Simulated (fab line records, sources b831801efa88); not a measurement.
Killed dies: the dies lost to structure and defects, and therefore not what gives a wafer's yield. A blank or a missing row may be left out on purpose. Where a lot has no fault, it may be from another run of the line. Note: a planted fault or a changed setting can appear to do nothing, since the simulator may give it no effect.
fab line records	flow sky130
[record] lots = 11	wafers = 33	last_day = 50
route steps=708 shown CONTACT@423 METAL1@437 PAD_OPEN@708
lots that met no fault: taken from a fault-free run of the same line
start_h: the number of hours between the record's first day and the start of the first shown wafer of the lot	wait_h: hours since the lot's step before	" the same as in the row above	L1.1+2: a row that stands for several wafers	- either no value or no given start	* or withheld: withheld	< > ~ a bound
route shown NAME@n: NAME is a module with steps in the file, n the number in the route of the first one	usual: the fault-free wafers' mean and standard deviation	same: alike in all rows	chamber/n: place in a boat	sites: readings site by site	_std_site: how widely they spread, as a standard deviation	_edge_site: inner sites' mean taken away from outer sites' mean	radius_mm: for every site, how far away it sits from the centre of the wafer	mask NAME#n: copy n	behind: the last tool/chamber to shape the wafer	hold: the reason the lot was held/the length of the hold in hours/how it ended	device: the n, p or np transistor that did not switch	end of line: the route-end tests of the same wafers	a step given without rows: its recipe and nothing more	killed: not the wafer's yield, but the dies lost to structure and defects at the first sort	map: a wafer's dies, marking killed ones x, the rest . and places with no die _
set.NAME: the run value of the setting; set.NAME@STEP: its run value at that earlier step	model.NAME: the simulator's own value behind a step, which no gauge read
a sample of lots followed through the steps of the route, with each step as a table and each wafer as a row
services: from which hour (start_h, from the record's first day; less than 0 if before it) a tool's chamber was out of use, for how many hours, and why
[[steps]]
[step SKY_CONTACT_ETCH_17]
[recipe] target = SiO2	chemistry = C4F8/O2/Ar	stop_on = Si3N4	mask_material = KrF-thick	source_w = 1500	bias_w = 1200	pressure_mtorr = 40	c4f8_flow_sccm = withheld	O2_flow_sccm = 6	Ar_flow_sccm = 300	time_s = withheld	target_depth_a = 3400
[usual] oes_product_au = 0.891/0.0049	rf_fwd_power_W = 1487/5.7
lot.wafer	tool	chamber	start_h	wait_h	oes_product_au	rf_fwd_power_W
L677.1	rie_diel-01	1	767.69	0.0	0.882	1492
L677.3	"	0	"	"	0.889	1483
L677.5	"	3	"	"	0.893	1480
L681.2	rie_diel-02	2	769.78	0.0	0.892	1483
L681.3	"	0	"	"	0.887	1492
L681.5	"	3	"	"	0.898	1482
L682.2	rie_diel-04	3	770.46	0.0	0.888	1493
L682.3	"	2	"	"	0.894	1484
L682.5	"	2	"	"	0.889	1476
L680.2	rie_diel-01	0	770.92	0.0	0.892	1481
L680.4	"	1	"	"	0.897	1487
L680.6	"	3	"	"	0.899	1491
L685.1	rie_diel-02	3	805.48	0.0	0.887	1489
L685.4	"	0	"	"	0.883	1498
L685.6	"	1	"	"	0.891	1493
L687.1	rie_diel-04	1	835.28	0.0	0.893	1491
L687.2	"	2	"	"	0.879	1488
L687.6	"	1	"	"	0.890	1490
L689.1	rie_diel-02	2	838.13	0.0	0.886	1486
L689.4	"	1	"	"	0.889	1489
L689.5	"	0	"	"	0.893	1488
L692.1	rie_diel-02	0	860.76	0.0	0.894	1488
L692.2	"	3	"	"	0.882	1486
L692.5	"	0	"	"	0.900	1486
L691.1	rie_diel-02	1	861.53	0.0	0.892	1488
L691.3	"	3	"	"	0.887	1494
L691.5	"	2	"	"	0.895	1485
L694.2	rie_diel-02	2	863.86	0.0	0.894	1481
L694.5	"	2	"	"	0.875	1474
L694.6	"	1	"	"	0.892	1490
L697.2	rie_diel-04	0	895.08	0.0	0.895	1497
L697.4	"	2	"	"	0.887	1484
L697.5	"	3	"	"	0.888	1491
[step SKY_CONTACT_ETCH_18]
[recipe] target = Si3N4	chemistry = CHF3/O2	stop_on = TiN	source_w = 600	bias_w = 200	pressure_mtorr = 40	chf3_flow_sccm = 50	O2_flow_sccm = 5	time_s = 39	target_depth_a = 750
[usual] drypump_motor_current_A = 6.0/0.55	oes_product_au = 0.856/0.0076	rf_fwd_power_W = 594.0/2.7	throttle_valve_pct = 8.795/0.0087
[same] time_s = 39
lot.wafer	tool	chamber	start_h	wait_h	drypump_motor_current_A	oes_product_au	rf_fwd_power_W	rf_hours_counter_h	throttle_valve_pct
L677.1	rie_diel-01	1	-	-	5.6	0.849	594.1	12	8.799
L677.3	"	0	"	"	6.2	0.853	588.1	22	8.809
L677.5	"	3	"	"	5.9	0.869	593.4	-	8.782
L681.2	rie_diel-02	2	-	-	4.9	0.855	591.9	8	8.793
L681.3	"	0	"	"	6.2	0.841	598.5	2	8.787
L681.5	"	3	"	"	6.3	0.846	592.2	-	8.799
L682.2	rie_diel-04	3	-	-	5.7	0.856	593.3	12	8.796
L682.3	"	2	"	"	6.3	0.855	591.7	1	8.793
L682.5	"	2	"	"	6.3	0.857	592.9	-	8.801
L680.2	rie_diel-01	0	-	-	6.2	0.857	586.1	22	8.805
L680.4	"	1	"	"	5.6	0.870	591.9	12	8.803
L680.6	"	3	"	"	6.0	0.860	591.7	-	8.802
L685.1	rie_diel-02	3	-	-	6.3	0.847	592.5	2	8.792
L685.4	"	0	"	"	6.2	0.865	598.9	3	8.791
L685.6	"	1	"	"	6.7	0.872	597.6	-	8.805
L687.1	rie_diel-04	1	-	-	5.4	0.846	595.3	11	8.800
L687.2	"	2	"	"	6.3	0.851	591.0	2	8.805
L687.6	"	1	"	"	5.4	0.865	595.8	-	8.781
L689.1	rie_diel-02	2	-	-	4.9	0.856	593.7	10	8.789
L689.4	"	1	"	"	6.7	0.856	595.9	8	8.805
L689.5	"	0	"	"	6.2	0.868	595.9	-	8.803
L692.1	rie_diel-02	0	-	-	6.2	0.839	594.9	5	8.802
L692.2	"	3	"	"	6.3	0.869	594.5	4	8.797
L692.5	"	0	"	"	6.2	0.861	594.8	-	8.796
L691.1	rie_diel-02	1	-	-	6.7	0.862	596.5	9	8.791
L691.3	"	3	"	"	6.3	0.858	594.3	4	8.800
L691.5	"	2	"	"	4.9	0.856	590.9	-	8.795
L694.2	rie_diel-02	2	-	-	4.9	0.850	590.8	11	8.781
L694.5	"	2	"	"	4.9	0.859	590.8	-	8.787
L694.6	"	1	"	"	6.7	0.848	597.2	-	8.796
L697.2	rie_diel-04	0	-	-	5.8	0.864	591.6	9	8.782
L697.4	"	2	"	"	6.3	0.862	592.2	5	8.808
L697.5	"	3	"	"	5.7	0.856	596.3	-	8.793
[step SKY_CONTACT_CVD_24]
[recipe] material = W	target_thk_nm = 340	time_s = 102.12	temp_c = 400	pressure_torr = 40
[usual] heater_power_w = 942/90
lot.wafer	tool	chamber	start_h	wait_h	heater_power_w
L677.1	cvd_w-02	0	768.43	0.0	998
L677.3	"	0	"	"	1025
L677.5	"	0	"	"	1036
L681.2	cvd_w-01	0	770.53	0.0	956
L681.3	"	1	"	"	769
L681.5	"	1	"	"	793
L682.2	cvd_w-02	1	771.23	0.0	930
L682.3	"	0	"	"	1041
L682.5	"	1	"	"	944
L680.2	cvd_w-01	0	771.71	0.0	946
L680.4	"	0	"	"	978
L680.6	"	0	"	"	969
L685.1	cvd_w-01	1	806.25	0.0	793
L685.4	"	1	"	"	787
L685.6	"	1	"	"	790
L687.1	cvd_w-01	0	836.02	0.0	985
L687.2	"	1	"	"	783
L687.6	"	1	"	"	755
L689.1	cvd_w-02	1	839.45	0.0	947
L689.4	"	0	"	"	1057
L689.5	"	0	"	"	1041
L692.1	cvd_w-02	1	861.50	0.0	945
L692.2	"	0	"	"	1028
L692.5	"	1	"	"	930
L691.1	cvd_w-01	1	862.27	0.0	785
L691.3	"	0	"	"	970
L691.5	"	1	"	"	793
L694.2	cvd_w-01	1	864.60	0.0	798
L694.5	"	1	"	"	782
L694.6	"	0	"	"	931
L697.2	cvd_w-01	0	895.85	0.0	984
L697.4	"	1	"	"	801
L697.5	"	0	"	"	965
[step SKY_CONTACT_RS_MEAS_25]
[recipe] thk_meas_gauge = four-point-probe	reads = W_of_CONTACT_CVD_24+TiN_of_CONTACT_SPUTTER_23
[usual] CONTACT_W_RS = 0.339/0.0039
lot.wafer	tool	chamber	start_h	wait_h	CONTACT_W_RS[ohm/sq]
L677.1	film_metro-01	-	768.54	0.1	0.337
L677.3	"	-	"	"	0.333
L677.5	"	-	"	"	0.332
L681.2	film_metro-02	-	770.66	0.1	0.334
L681.3	"	-	"	"	0.336
L681.5	"	-	"	"	0.336
L682.2	film_metro-01	-	771.36	0.1	0.340
L682.3	"	-	"	"	0.336
L682.5	"	-	"	"	0.338
L680.2	film_metro-01	-	771.84	0.1	0.337
L680.4	"	-	"	"	0.339
L680.6	"	-	"	"	0.336
L685.1	film_metro-01	-	806.36	0.1	0.340
L685.4	"	-	"	"	0.338
L685.6	"	-	"	"	0.340
L687.1	film_metro-02	-	836.13	0.1	0.338
L687.2	"	-	"	"	0.341
L687.6	"	-	"	"	0.335
L689.1	film_metro-03	-	839.56	0.1	0.420
L689.4	"	-	"	"	0.416
L689.5	"	-	"	"	0.412
L692.1	film_metro-02	-	861.61	0.1	0.428
L692.2	"	-	"	"	0.422
L692.5	"	-	"	"	0.428
L691.1	film_metro-02	-	862.41	0.1	0.340
L691.3	"	-	"	"	0.340
L691.5	"	-	"	"	0.342
L694.2	film_metro-02	-	864.73	0.1	0.342
L694.5	"	-	"	"	0.340
L694.6	"	-	"	"	0.343
L697.2	film_metro-03	-	895.98	0.1	0.336
L697.4	"	-	"	"	0.334
L697.5	"	-	"	"	0.338
[step SKY_CONTACT_THK_MEAS_26]
[recipe] thk_meas_gauge = xrf	reads = W_of_CONTACT_CVD_24
[usual] CONTACT_W_THK = 343/4.1
lot.wafer	tool	chamber	start_h	wait_h	CONTACT_W_THK[nm]
L677.1	film_metro-01	-	768.66	0.1	344
L677.3	"	-	"	"	349
L677.5	"	-	"	"	350
L681.2	film_metro-02	-	770.77	0.1	348
L681.3	"	-	"	"	346
L681.5	"	-	"	"	347
L682.2	film_metro-01	-	771.47	0.1	340
L682.3	"	-	"	"	346
L682.5	"	-	"	"	343
L680.2	film_metro-01	-	771.95	0.1	344
L680.4	"	-	"	"	342
L680.6	"	-	"	"	343
L685.1	film_metro-01	-	806.48	0.1	339
L685.4	"	-	"	"	344
L685.6	"	-	"	"	341
L687.1	film_metro-02	-	836.25	0.1	343
L687.2	"	-	"	"	343
L687.6	"	-	"	"	346
L689.1	film_metro-03	-	839.68	0.1	275
L689.4	"	-	"	"	279
L689.5	"	-	"	"	280
L692.1	film_metro-02	-	861.73	0.1	272
L692.2	"	-	"	"	275
L692.5	"	-	"	"	274
L691.1	film_metro-02	-	862.53	0.1	344
L691.3	"	-	"	"	342
L691.5	"	-	"	"	340
L694.2	film_metro-02	-	864.84	0.1	341
L694.5	"	-	"	"	342
L694.6	"	-	"	"	341
L697.2	film_metro-03	-	896.09	0.1	347
L697.4	"	-	"	"	348
L697.5	"	-	"	"	344
[step SKY_CONTACT_CMP_27]
[recipe] stop_on = SiO2	t_overpolish_s = 15	down_force_psi = 3.5	platen_rpm = 60	target_thk_nm = 0	pad_velocity_m_s = 0.94248
[usual] motor_current_A = 11.6/1.1	time_to_endpoint_s = 82/3.5
lot.wafer	tool	chamber	start_h	wait_h	motor_current_A	time_to_endpoint_s
L677.3	cmp-01	2	768.72	0.0	12.6	86
L677.1	"	3	"	"	11.2	86
L677.5	"	2	"	"	13.2	89
L681.2	cmp-02	3	770.82	0.0	11.2	80
L681.3	"	2	"	"	10.8	81
L681.5	"	0	"	"	13.3	84
L682.2	cmp-01	2	771.65	0.2	13.2	82
L682.3	"	3	"	"	11.0	83
L682.5	"	1	"	"	11.1	81
L680.2	cmp-02	3	772.05	0.1	12.2	82
L680.4	"	0	"	"	13.1	84
L680.6	"	2	"	"	10.4	80
L685.1	cmp-02	0	806.54	0.1	13.5	83
L685.4	"	1	"	"	13.5	79
L685.6	"	0	"	"	14.1	83
L687.2	cmp-01	3	836.31	0.0	11.2	82
L687.1	"	0	"	"	10.9	85
L687.6	"	3	"	"	10.6	86
L689.1	cmp-02	2	839.74	0.1	10.5	65
L689.4	"	0	"	"	13.3	70
L689.5	"	2	"	"	10.0	73
L692.1	cmp-01	1	861.79	0.1	11.1	61
L692.2	"	0	"	"	10.1	70
L692.5	"	2	"	"	13.5	70
L691.1	cmp-01	2	862.65	0.1	12.6	86
L691.3	"	3	"	"	10.9	83
L691.5	"	2	"	"	12.8	84
L694.2	cmp-01	2	864.89	0.0	13.1	83
L694.6	"	2	"	"	12.8	84
L694.5	"	3	"	"	10.7	82
L697.2	cmp-01	2	896.19	0.1	12.6	87
L697.4	"	3	"	"	10.7	83
L697.5	"	1	"	"	10.8	79
[step SKY_METAL1_SPUTTER_03]
[recipe] material = Ti	target_thk_nm = 5	power_w = 3000	time_s = 3.3	chamber_pressure_pa = 0.4
[usual] throttle_valve_pct = 30.1/1.1
[same] time_s = 3.3
lot.wafer	tool	chamber	start_h	wait_h	throttle_valve_pct
L677.1	pvd_sputter-02	-	769.10	0.0	29.3
L677.3	"	-	"	"	31.4
L677.5	"	-	"	"	29.3
L681.2	pvd_sputter-03	-	771.19	0.0	30.9
L681.3	"	-	"	"	30.2
L681.5	"	-	"	"	29.2
L682.2	pvd_sputter-02	-	771.92	0.0	31.1
L682.3	"	-	"	"	31.7
L682.5	"	-	"	"	31.6
L680.2	pvd_sputter-03	-	772.37	0.0	30.6
L680.4	"	-	"	"	31.2
L680.6	"	-	"	"	30.7
L685.1	pvd_sputter-02	-	806.91	0.0	29.8
L685.4	"	-	"	"	29.3
L685.6	"	-	"	"	31.5
L687.1	pvd_sputter-03	-	836.69	0.0	31.2
L687.2	"	-	"	"	30.4
L687.6	"	-	"	"	31.1
L689.1	pvd_sputter-02	-	840.12	0.0	29.2
L689.4	"	-	"	"	31.4
L689.5	"	-	"	"	29.9
L692.1	pvd_sputter-02	-	862.17	0.0	31.2
L692.2	"	-	"	"	31.3
L692.5	"	-	"	"	31.7
L691.1	pvd_sputter-04	-	863.02	0.0	32.0
L691.3	"	-	"	"	30.4
L691.5	"	-	"	"	28.5
L694.2	pvd_sputter-02	-	865.27	0.0	29.4
L694.5	"	-	"	"	31.4
L694.6	"	-	"	"	30.0
L697.2	pvd_sputter-02	-	896.52	0.0	29.4
L697.4	"	-	"	"	29.7
L697.5	"	-	"	"	31.1
[step SKY_PAD_OPEN_PROBE_99]
[usual] killed_at_M0_to_M3 = 42/6.6	killed_at_M4_up = 3.0/1.7	killed_at_contacts = 24/5.3	killed_at_front_end = 15/4.5	killed_at_other = 0.2/0.49	killed_dies = 83/9	killed_open = 45/6.9	killed_short = 38/5.8
[same] gross_dies = 492	killed_at_back_side = 0
lot.wafer	tool	chamber	start_h	wait_h	killed_at_M0_to_M3	killed_at_M4_up	killed_at_contacts	killed_at_front_end	killed_at_other	killed_dies	killed_open	killed_short
L689.1	prober-01	-	1156.88	0.1	47	5	28	22	0	102	52	49
L689.4	prober-01	-	1157.03	0.2	35	5	24	9	0	73	36	37
L689.5	prober-01	-	1157.08	0.2	43	4	28	21	0	96	57	39
L692.1	prober-02	-	1168.09	0.1	54	5	20	10	0	89	47	40
L692.2	prober-02	-	1168.14	0.1	43	4	26	16	1	90	47	41
L692.5	prober-02	-	1168.29	0.2	57	5	18	14	0	94	46	48
L694.2	prober-02	-	1172.70	0.1	33	1	20	22	0	76	41	35
L694.5	prober-02	-	1172.85	0.2	33	6	26	8	0	73	45	28
L694.6	prober-02	-	1172.90	0.2	41	4	33	13	0	91	56	35
L697.2	prober-01	-	1196.92	0.1	37	3	26	23	0	89	41	47
L697.4	prober-01	-	1197.02	0.2	39	1	16	14	0	70	37	33
L697.5	prober-01	-	1197.07	0.2	36	2	30	15	0	83	50	33
// killed by level:class
L689.1 VIA1:geometric_particle:open=13 CONTACT:geometric_particle:open=11 VIA1:geometric_particle:short=8 POLY_GATE:geometric_particle:open=7 VIA3:geometric_particle:open=7 POLY_GATE:geometric_particle:short=6 FIELD_ISO:geometric_particle:short=5 METAL1:geometric_particle:short=5
L689.4 CONTACT:geometric_particle:open=9 VIA1:geometric_particle:open=7 LI_CONTACT:geometric_particle:open=6 CONTACT:geometric_particle:short=5 VIA1:geometric_particle:short=5 VIA3:geometric_particle:open=5 METAL4:geometric_particle:short=5 METAL1:geometric_particle:short=4
L689.5 VIA1:geometric_particle:open=16 CONTACT:geometric_particle:open=13 METAL2:geometric_particle:short=8 LI_CONTACT:geometric_particle:open=8 FIELD_ISO:geometric_particle:short=7 POLY_GATE:geometric_particle:open=6 POLY_GATE:geometric_particle:short=5 VIA1:geometric_particle:short=4
L692.1 METAL2:geometric_particle:short=12 VIA1:geometric_particle:open=10 CONTACT:geometric_particle:open=8 VIA2:geometric_particle:open=6 LI_CONTACT:geometric_particle:open=5 METAL1:geometric_particle:short=5 VIA3:geometric_particle:open=5 POLY_GATE:geometric_particle:open=4
L692.2 VIA1:geometric_particle:open=12 LI_CONTACT:geometric_particle:open=9 CONTACT:geometric_particle:open=9 METAL2:geometric_particle:short=7 POLY_GATE:geometric_particle:short=5 VIA2:geometric_particle:open=5 LOCAL_INTERCONNECT:geometric_particle:short=4 METAL1:geometric_particle:short=4
L692.5 VIA1:geometric_particle:open=12 VIA1:geometric_particle:short=9 VIA3:geometric_particle:open=8 METAL1:geometric_particle:short=6 VIA2:geometric_particle:open=6 FIELD_ISO:geometric_particle:short=5 CONTACT:geometric_particle:open=5 METAL3:geometric_particle:short=5
L694.2 LI_CONTACT:geometric_particle:open=10 VIA1:geometric_particle:open=8 FIELD_ISO:geometric_particle:open=6 FIELD_ISO:geometric_particle:short=5 POLY_GATE:geometric_particle:short=5 VIA1:geometric_particle:short=5 VIA3:geometric_particle:open=5 METAL1:geometric_particle:short=4
L694.5 LI_CONTACT:geometric_particle:open=8 CONTACT:geometric_particle:short=7 CONTACT:geometric_particle:open=7 VIA1:geometric_particle:open=7 METAL1:geometric_particle:open=5 VIA2:geometric_particle:open=4 VIA4:geometric_particle:open=3 METAL1:geometric_particle:short=3
L694.6 CONTACT:geometric_particle:open=15 LI_CONTACT:geometric_particle:open=9 VIA1:geometric_particle:open=8 FIELD_ISO:geometric_particle:open=7 VIA2:geometric_particle:open=7 VIA3:geometric_particle:open=7 METAL2:geometric_particle:short=5 CONTACT:geometric_particle:short=4
L697.2 FIELD_ISO:geometric_particle:short=11 LI_CONTACT:geometric_particle:open=8 VIA1:geometric_particle:open=7 LOCAL_INTERCONNECT:geometric_particle:short=6 VIA2:geometric_particle:short=6 CONTACT:geometric_particle:short=5 VIA3:geometric_particle:open=4 CONTACT:geometric_particle:open=4
L697.4 VIA1:geometric_particle:open=8 VIA2:geometric_particle:open=7 FIELD_ISO:geometric_particle:open=5 CONTACT:geometric_particle:open=5 CONTACT:geometric_particle:short=5 METAL1:geometric_particle:short=5 VIA1:geometric_particle:short=5 METAL3:geometric_particle:short=4
L697.5 VIA2:geometric_particle:open=11 LI_CONTACT:geometric_particle:open=10 CONTACT:geometric_particle:open=8 FIELD_ISO:geometric_particle:open=6 LOCAL_INTERCONNECT:geometric_particle:short=6 CONTACT:geometric_particle:short=4 METAL1:geometric_particle:short=4 VIA1:geometric_particle:open=4
[[services]]
tool	chamber	start_h	hours	kind
cmp-02	-	746.64	4.0	pm
cmp-02	-	750.64	-	consumable_replace:conditioner
cmp-02	-	750.64	-	consumable_replace:pad
rie_diel-04	2	777.85	16.6	repair
cmp-01	-	781.89	0.2	repair
rie_diel-01	3	786.63	-	clean
rie_diel-01	3	786.63	16.1	scheduled_down
rie_diel-02	2	794.25	3.1	repair
cvd_w-01	-	797.49	2.8	pm
cmp-02	-	800.42	5.6	pm
pvd_sputter-02	1	809.22	-	consumable_replace:kit
pvd_sputter-02	1	809.22	18.0	scheduled_down
pvd_sputter-02	1	809.22	18.0	vent_cycle
cvd_w-02	1	815.71	7.3	repair
rie_diel-01	0	818.67	2.6	repair
rie_diel-04	3	822.01	6.1	repair
rie_diel-01	-	834.74	72.6	repair
pvd_sputter-04	-	845.72	6.7	repair
cmp-01	-	851.20	0.4	repair
rie_diel-01	2	855.89	3.1	repair
rie_diel-04	1	856.35	3.8	repair
cvd_w-02	1	858.18	2.2	repair
rie_diel-04	0	876.09	16.5	repair
rie_diel-01	2	882.26	4.1	repair
[[key]]
[first_sign] step = SKY_CONTACT_RS_MEAS_25	reading = CONTACT_W_RS	direction = up	sigmas = 21	usual = 0.339	struck = 0.421
[effect] step = SKY_CONTACT_THK_MEAS_26	reading = CONTACT_W_THK	direction = down	sigmas = 16	usual = 343	struck = 276
[effect] step = SKY_CONTACT_CMP_27	reading = time_to_endpoint_s	direction = down	sigmas = 3.9	usual = *	struck = *
met_at SKY_CONTACT_CVD_24
struck_lots L689,L692
tester_left_out L689,L692
not_acting_at SKY_CONTACT_ETCH_17,SKY_CONTACT_ETCH_18,SKY_METAL1_SPUTTER_03
onset_between 771.23 839.45
[fault] kind = process_parameter_drift	tool = cvd_w-02	chamber = -	onset_h = 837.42	steps = SKY_CONTACT_CVD_24	channel = target_thk_nm	offset = -67.096	shape = step	end_h = 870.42	acts_in = these_recipes_only	stated = 340
// tester_left_out: of these lots the tester's yield and bins aren't shown, on N5 and GAA mostly nor the transistor test; their killed dies are dies lost to structure and defects alone, not to doping, threshold or leakage, so they don't give the yield
